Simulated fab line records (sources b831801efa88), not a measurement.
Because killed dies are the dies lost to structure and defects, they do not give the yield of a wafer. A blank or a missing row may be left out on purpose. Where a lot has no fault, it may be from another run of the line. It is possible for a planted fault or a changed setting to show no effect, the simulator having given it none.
Code-filled problem report in 8D (eight disciplines) form || flow sky130 || the parts of the form that need people (team, actions taken, sign-off) are left out

== 1. WHAT WENT WRONG ==
Wafers without a fault read 0.3 with a standard deviation of 0.54, while killedAtOther at SKY_PAD_OPEN_PROBE_99 averages 49.7 across 3 wafers of 1 lot. That is +91 standard deviations from the usual mean.
Earliest sighting: wafer L606.3 on prober-02 at day 50 05:02. At this step, 36 wafers from 12 lots have a number in the record. Rule for "out", or "out of limits": more than 4 standard deviations from the usual mean. All remaining wafers that have a number are taken as sound.

== 2. WHAT IT IS; WHAT IT IS NOT ==
{"question": "which readings at this step", "is": "killedAtOther, killedDies", "is not": "killed_at_M4_up, killedAtFrontEnd, killedOpen, killedShort"}
{"question": "which lots", "is": "L606", "is not": "L587, L588, L589, L590, L591, L592, L595, L597, L599, L600, L608"}
{"question": "which wafers of those lots", "is": "all that have a number", "is not": "-"}
{"question": "read on which tools", "is": "prober-02", "is not": "prober-01"}
{"question": "when", "is": "from day 50 05:02", "is not": "up to then (30 sound wafers); but 3 sound wafers of L608 came after"}

== 3. SUSPECTS, AND WHAT RULES EACH OUT ==
Counting: any tool at a process step up to the reading is kept as a suspect provided that every lot that is out went through it and no sound lot did after the first of them.
- wetBench-01 at SKY_RES_PROTECT_CLEAN_09 (cleans in SC1/SC2, time 150 s): kept. It ran the lot that is out, L606 (day 22 00:05), and no sound lot after that; its last sound lot up to then is L600 (day 20 08:49).
- plasmaAsher-03 at SKY_METAL3_STRIP_19 (strips in O2/N2): kept. It ran the lot that is out, L606 (day 44 01:47), and no sound lot after that; its last sound lot up to then is L600 (day 42 19:25).
- plasmaAsher-01 at SKY_PASSIVATION_STRIP_12 (strips in O2/N2): kept. It ran the lot that is out, L606 (day 49 11:30), and no sound lot after that; its last sound lot up to then is L599 (day 48 04:19).
- prober-02 at SKY_PAD_OPEN_PROBE_99: kept. It ran the lot that is out, L606 (day 50 05:02), and no sound lot after that; its last sound lot up to then is L600 (day 49 05:46). On those wafers its own readings are out: killedAtOther, killedDies.
Left after counting: wetBench-01 at SKY_RES_PROTECT_CLEAN_09, plasmaAsher-03 at SKY_METAL3_STRIP_19, plasmaAsher-01 at SKY_PASSIVATION_STRIP_12, prober-02 at SKY_PAD_OPEN_PROBE_99.

== 4. THE CAUSE (what the simulator had put in) ==
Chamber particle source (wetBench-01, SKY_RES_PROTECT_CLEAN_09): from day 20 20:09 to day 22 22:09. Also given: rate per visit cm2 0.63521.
After counting, 4 suspects remain, this tool included.

== 5. THE EFFECT CHAIN, in route order ==
One row per reading whose mean, taken over the struck wafers that have a number, lies over 3 standard deviations from the usual. Readings are gone through only where the record gives a usual standard deviation; hours: the median, over the lots, of the time from a lot's start at the first step in this table giving one to that lot's start at this step; sigmas: the change measured in usual standard deviations.
{"hours": 0, "step": "SKY_PAD_OPEN_PROBE_99", "reading": "killedAtOther", "usual": 0.3, "on struck wafers": 49.7, "change": "+49.4", "sigmas": "+91"}
{"hours": 0, "step": "SKY_PAD_OPEN_PROBE_99", "reading": "killedDies", "usual": 84, "on struck wafers": 132, "change": "+48", "sigmas": "+5.1"}
It contains these process steps:
- SKY_PAD_OPEN_PROBE_99

== 6. HOW IT WOULD HAVE BEEN CAUGHT EARLIER ==
In this record the first reading out of limits was taken at day 50 05:02, 705 hours after the fault began at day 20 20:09.
Tool readings at SKY_RES_PROTECT_CLEAN_09 with a usual standard deviation given in the record: none out on any struck wafer, hence no alarm at a limit of 4 standard deviations on them.
Each of the lots that are out, 1 in all, had begun SKY_RES_PROTECT_CLEAN_09 on wetBench-01 no later than day 50 05:02. Had the tool been put on hold then, not one of them would have been saved.
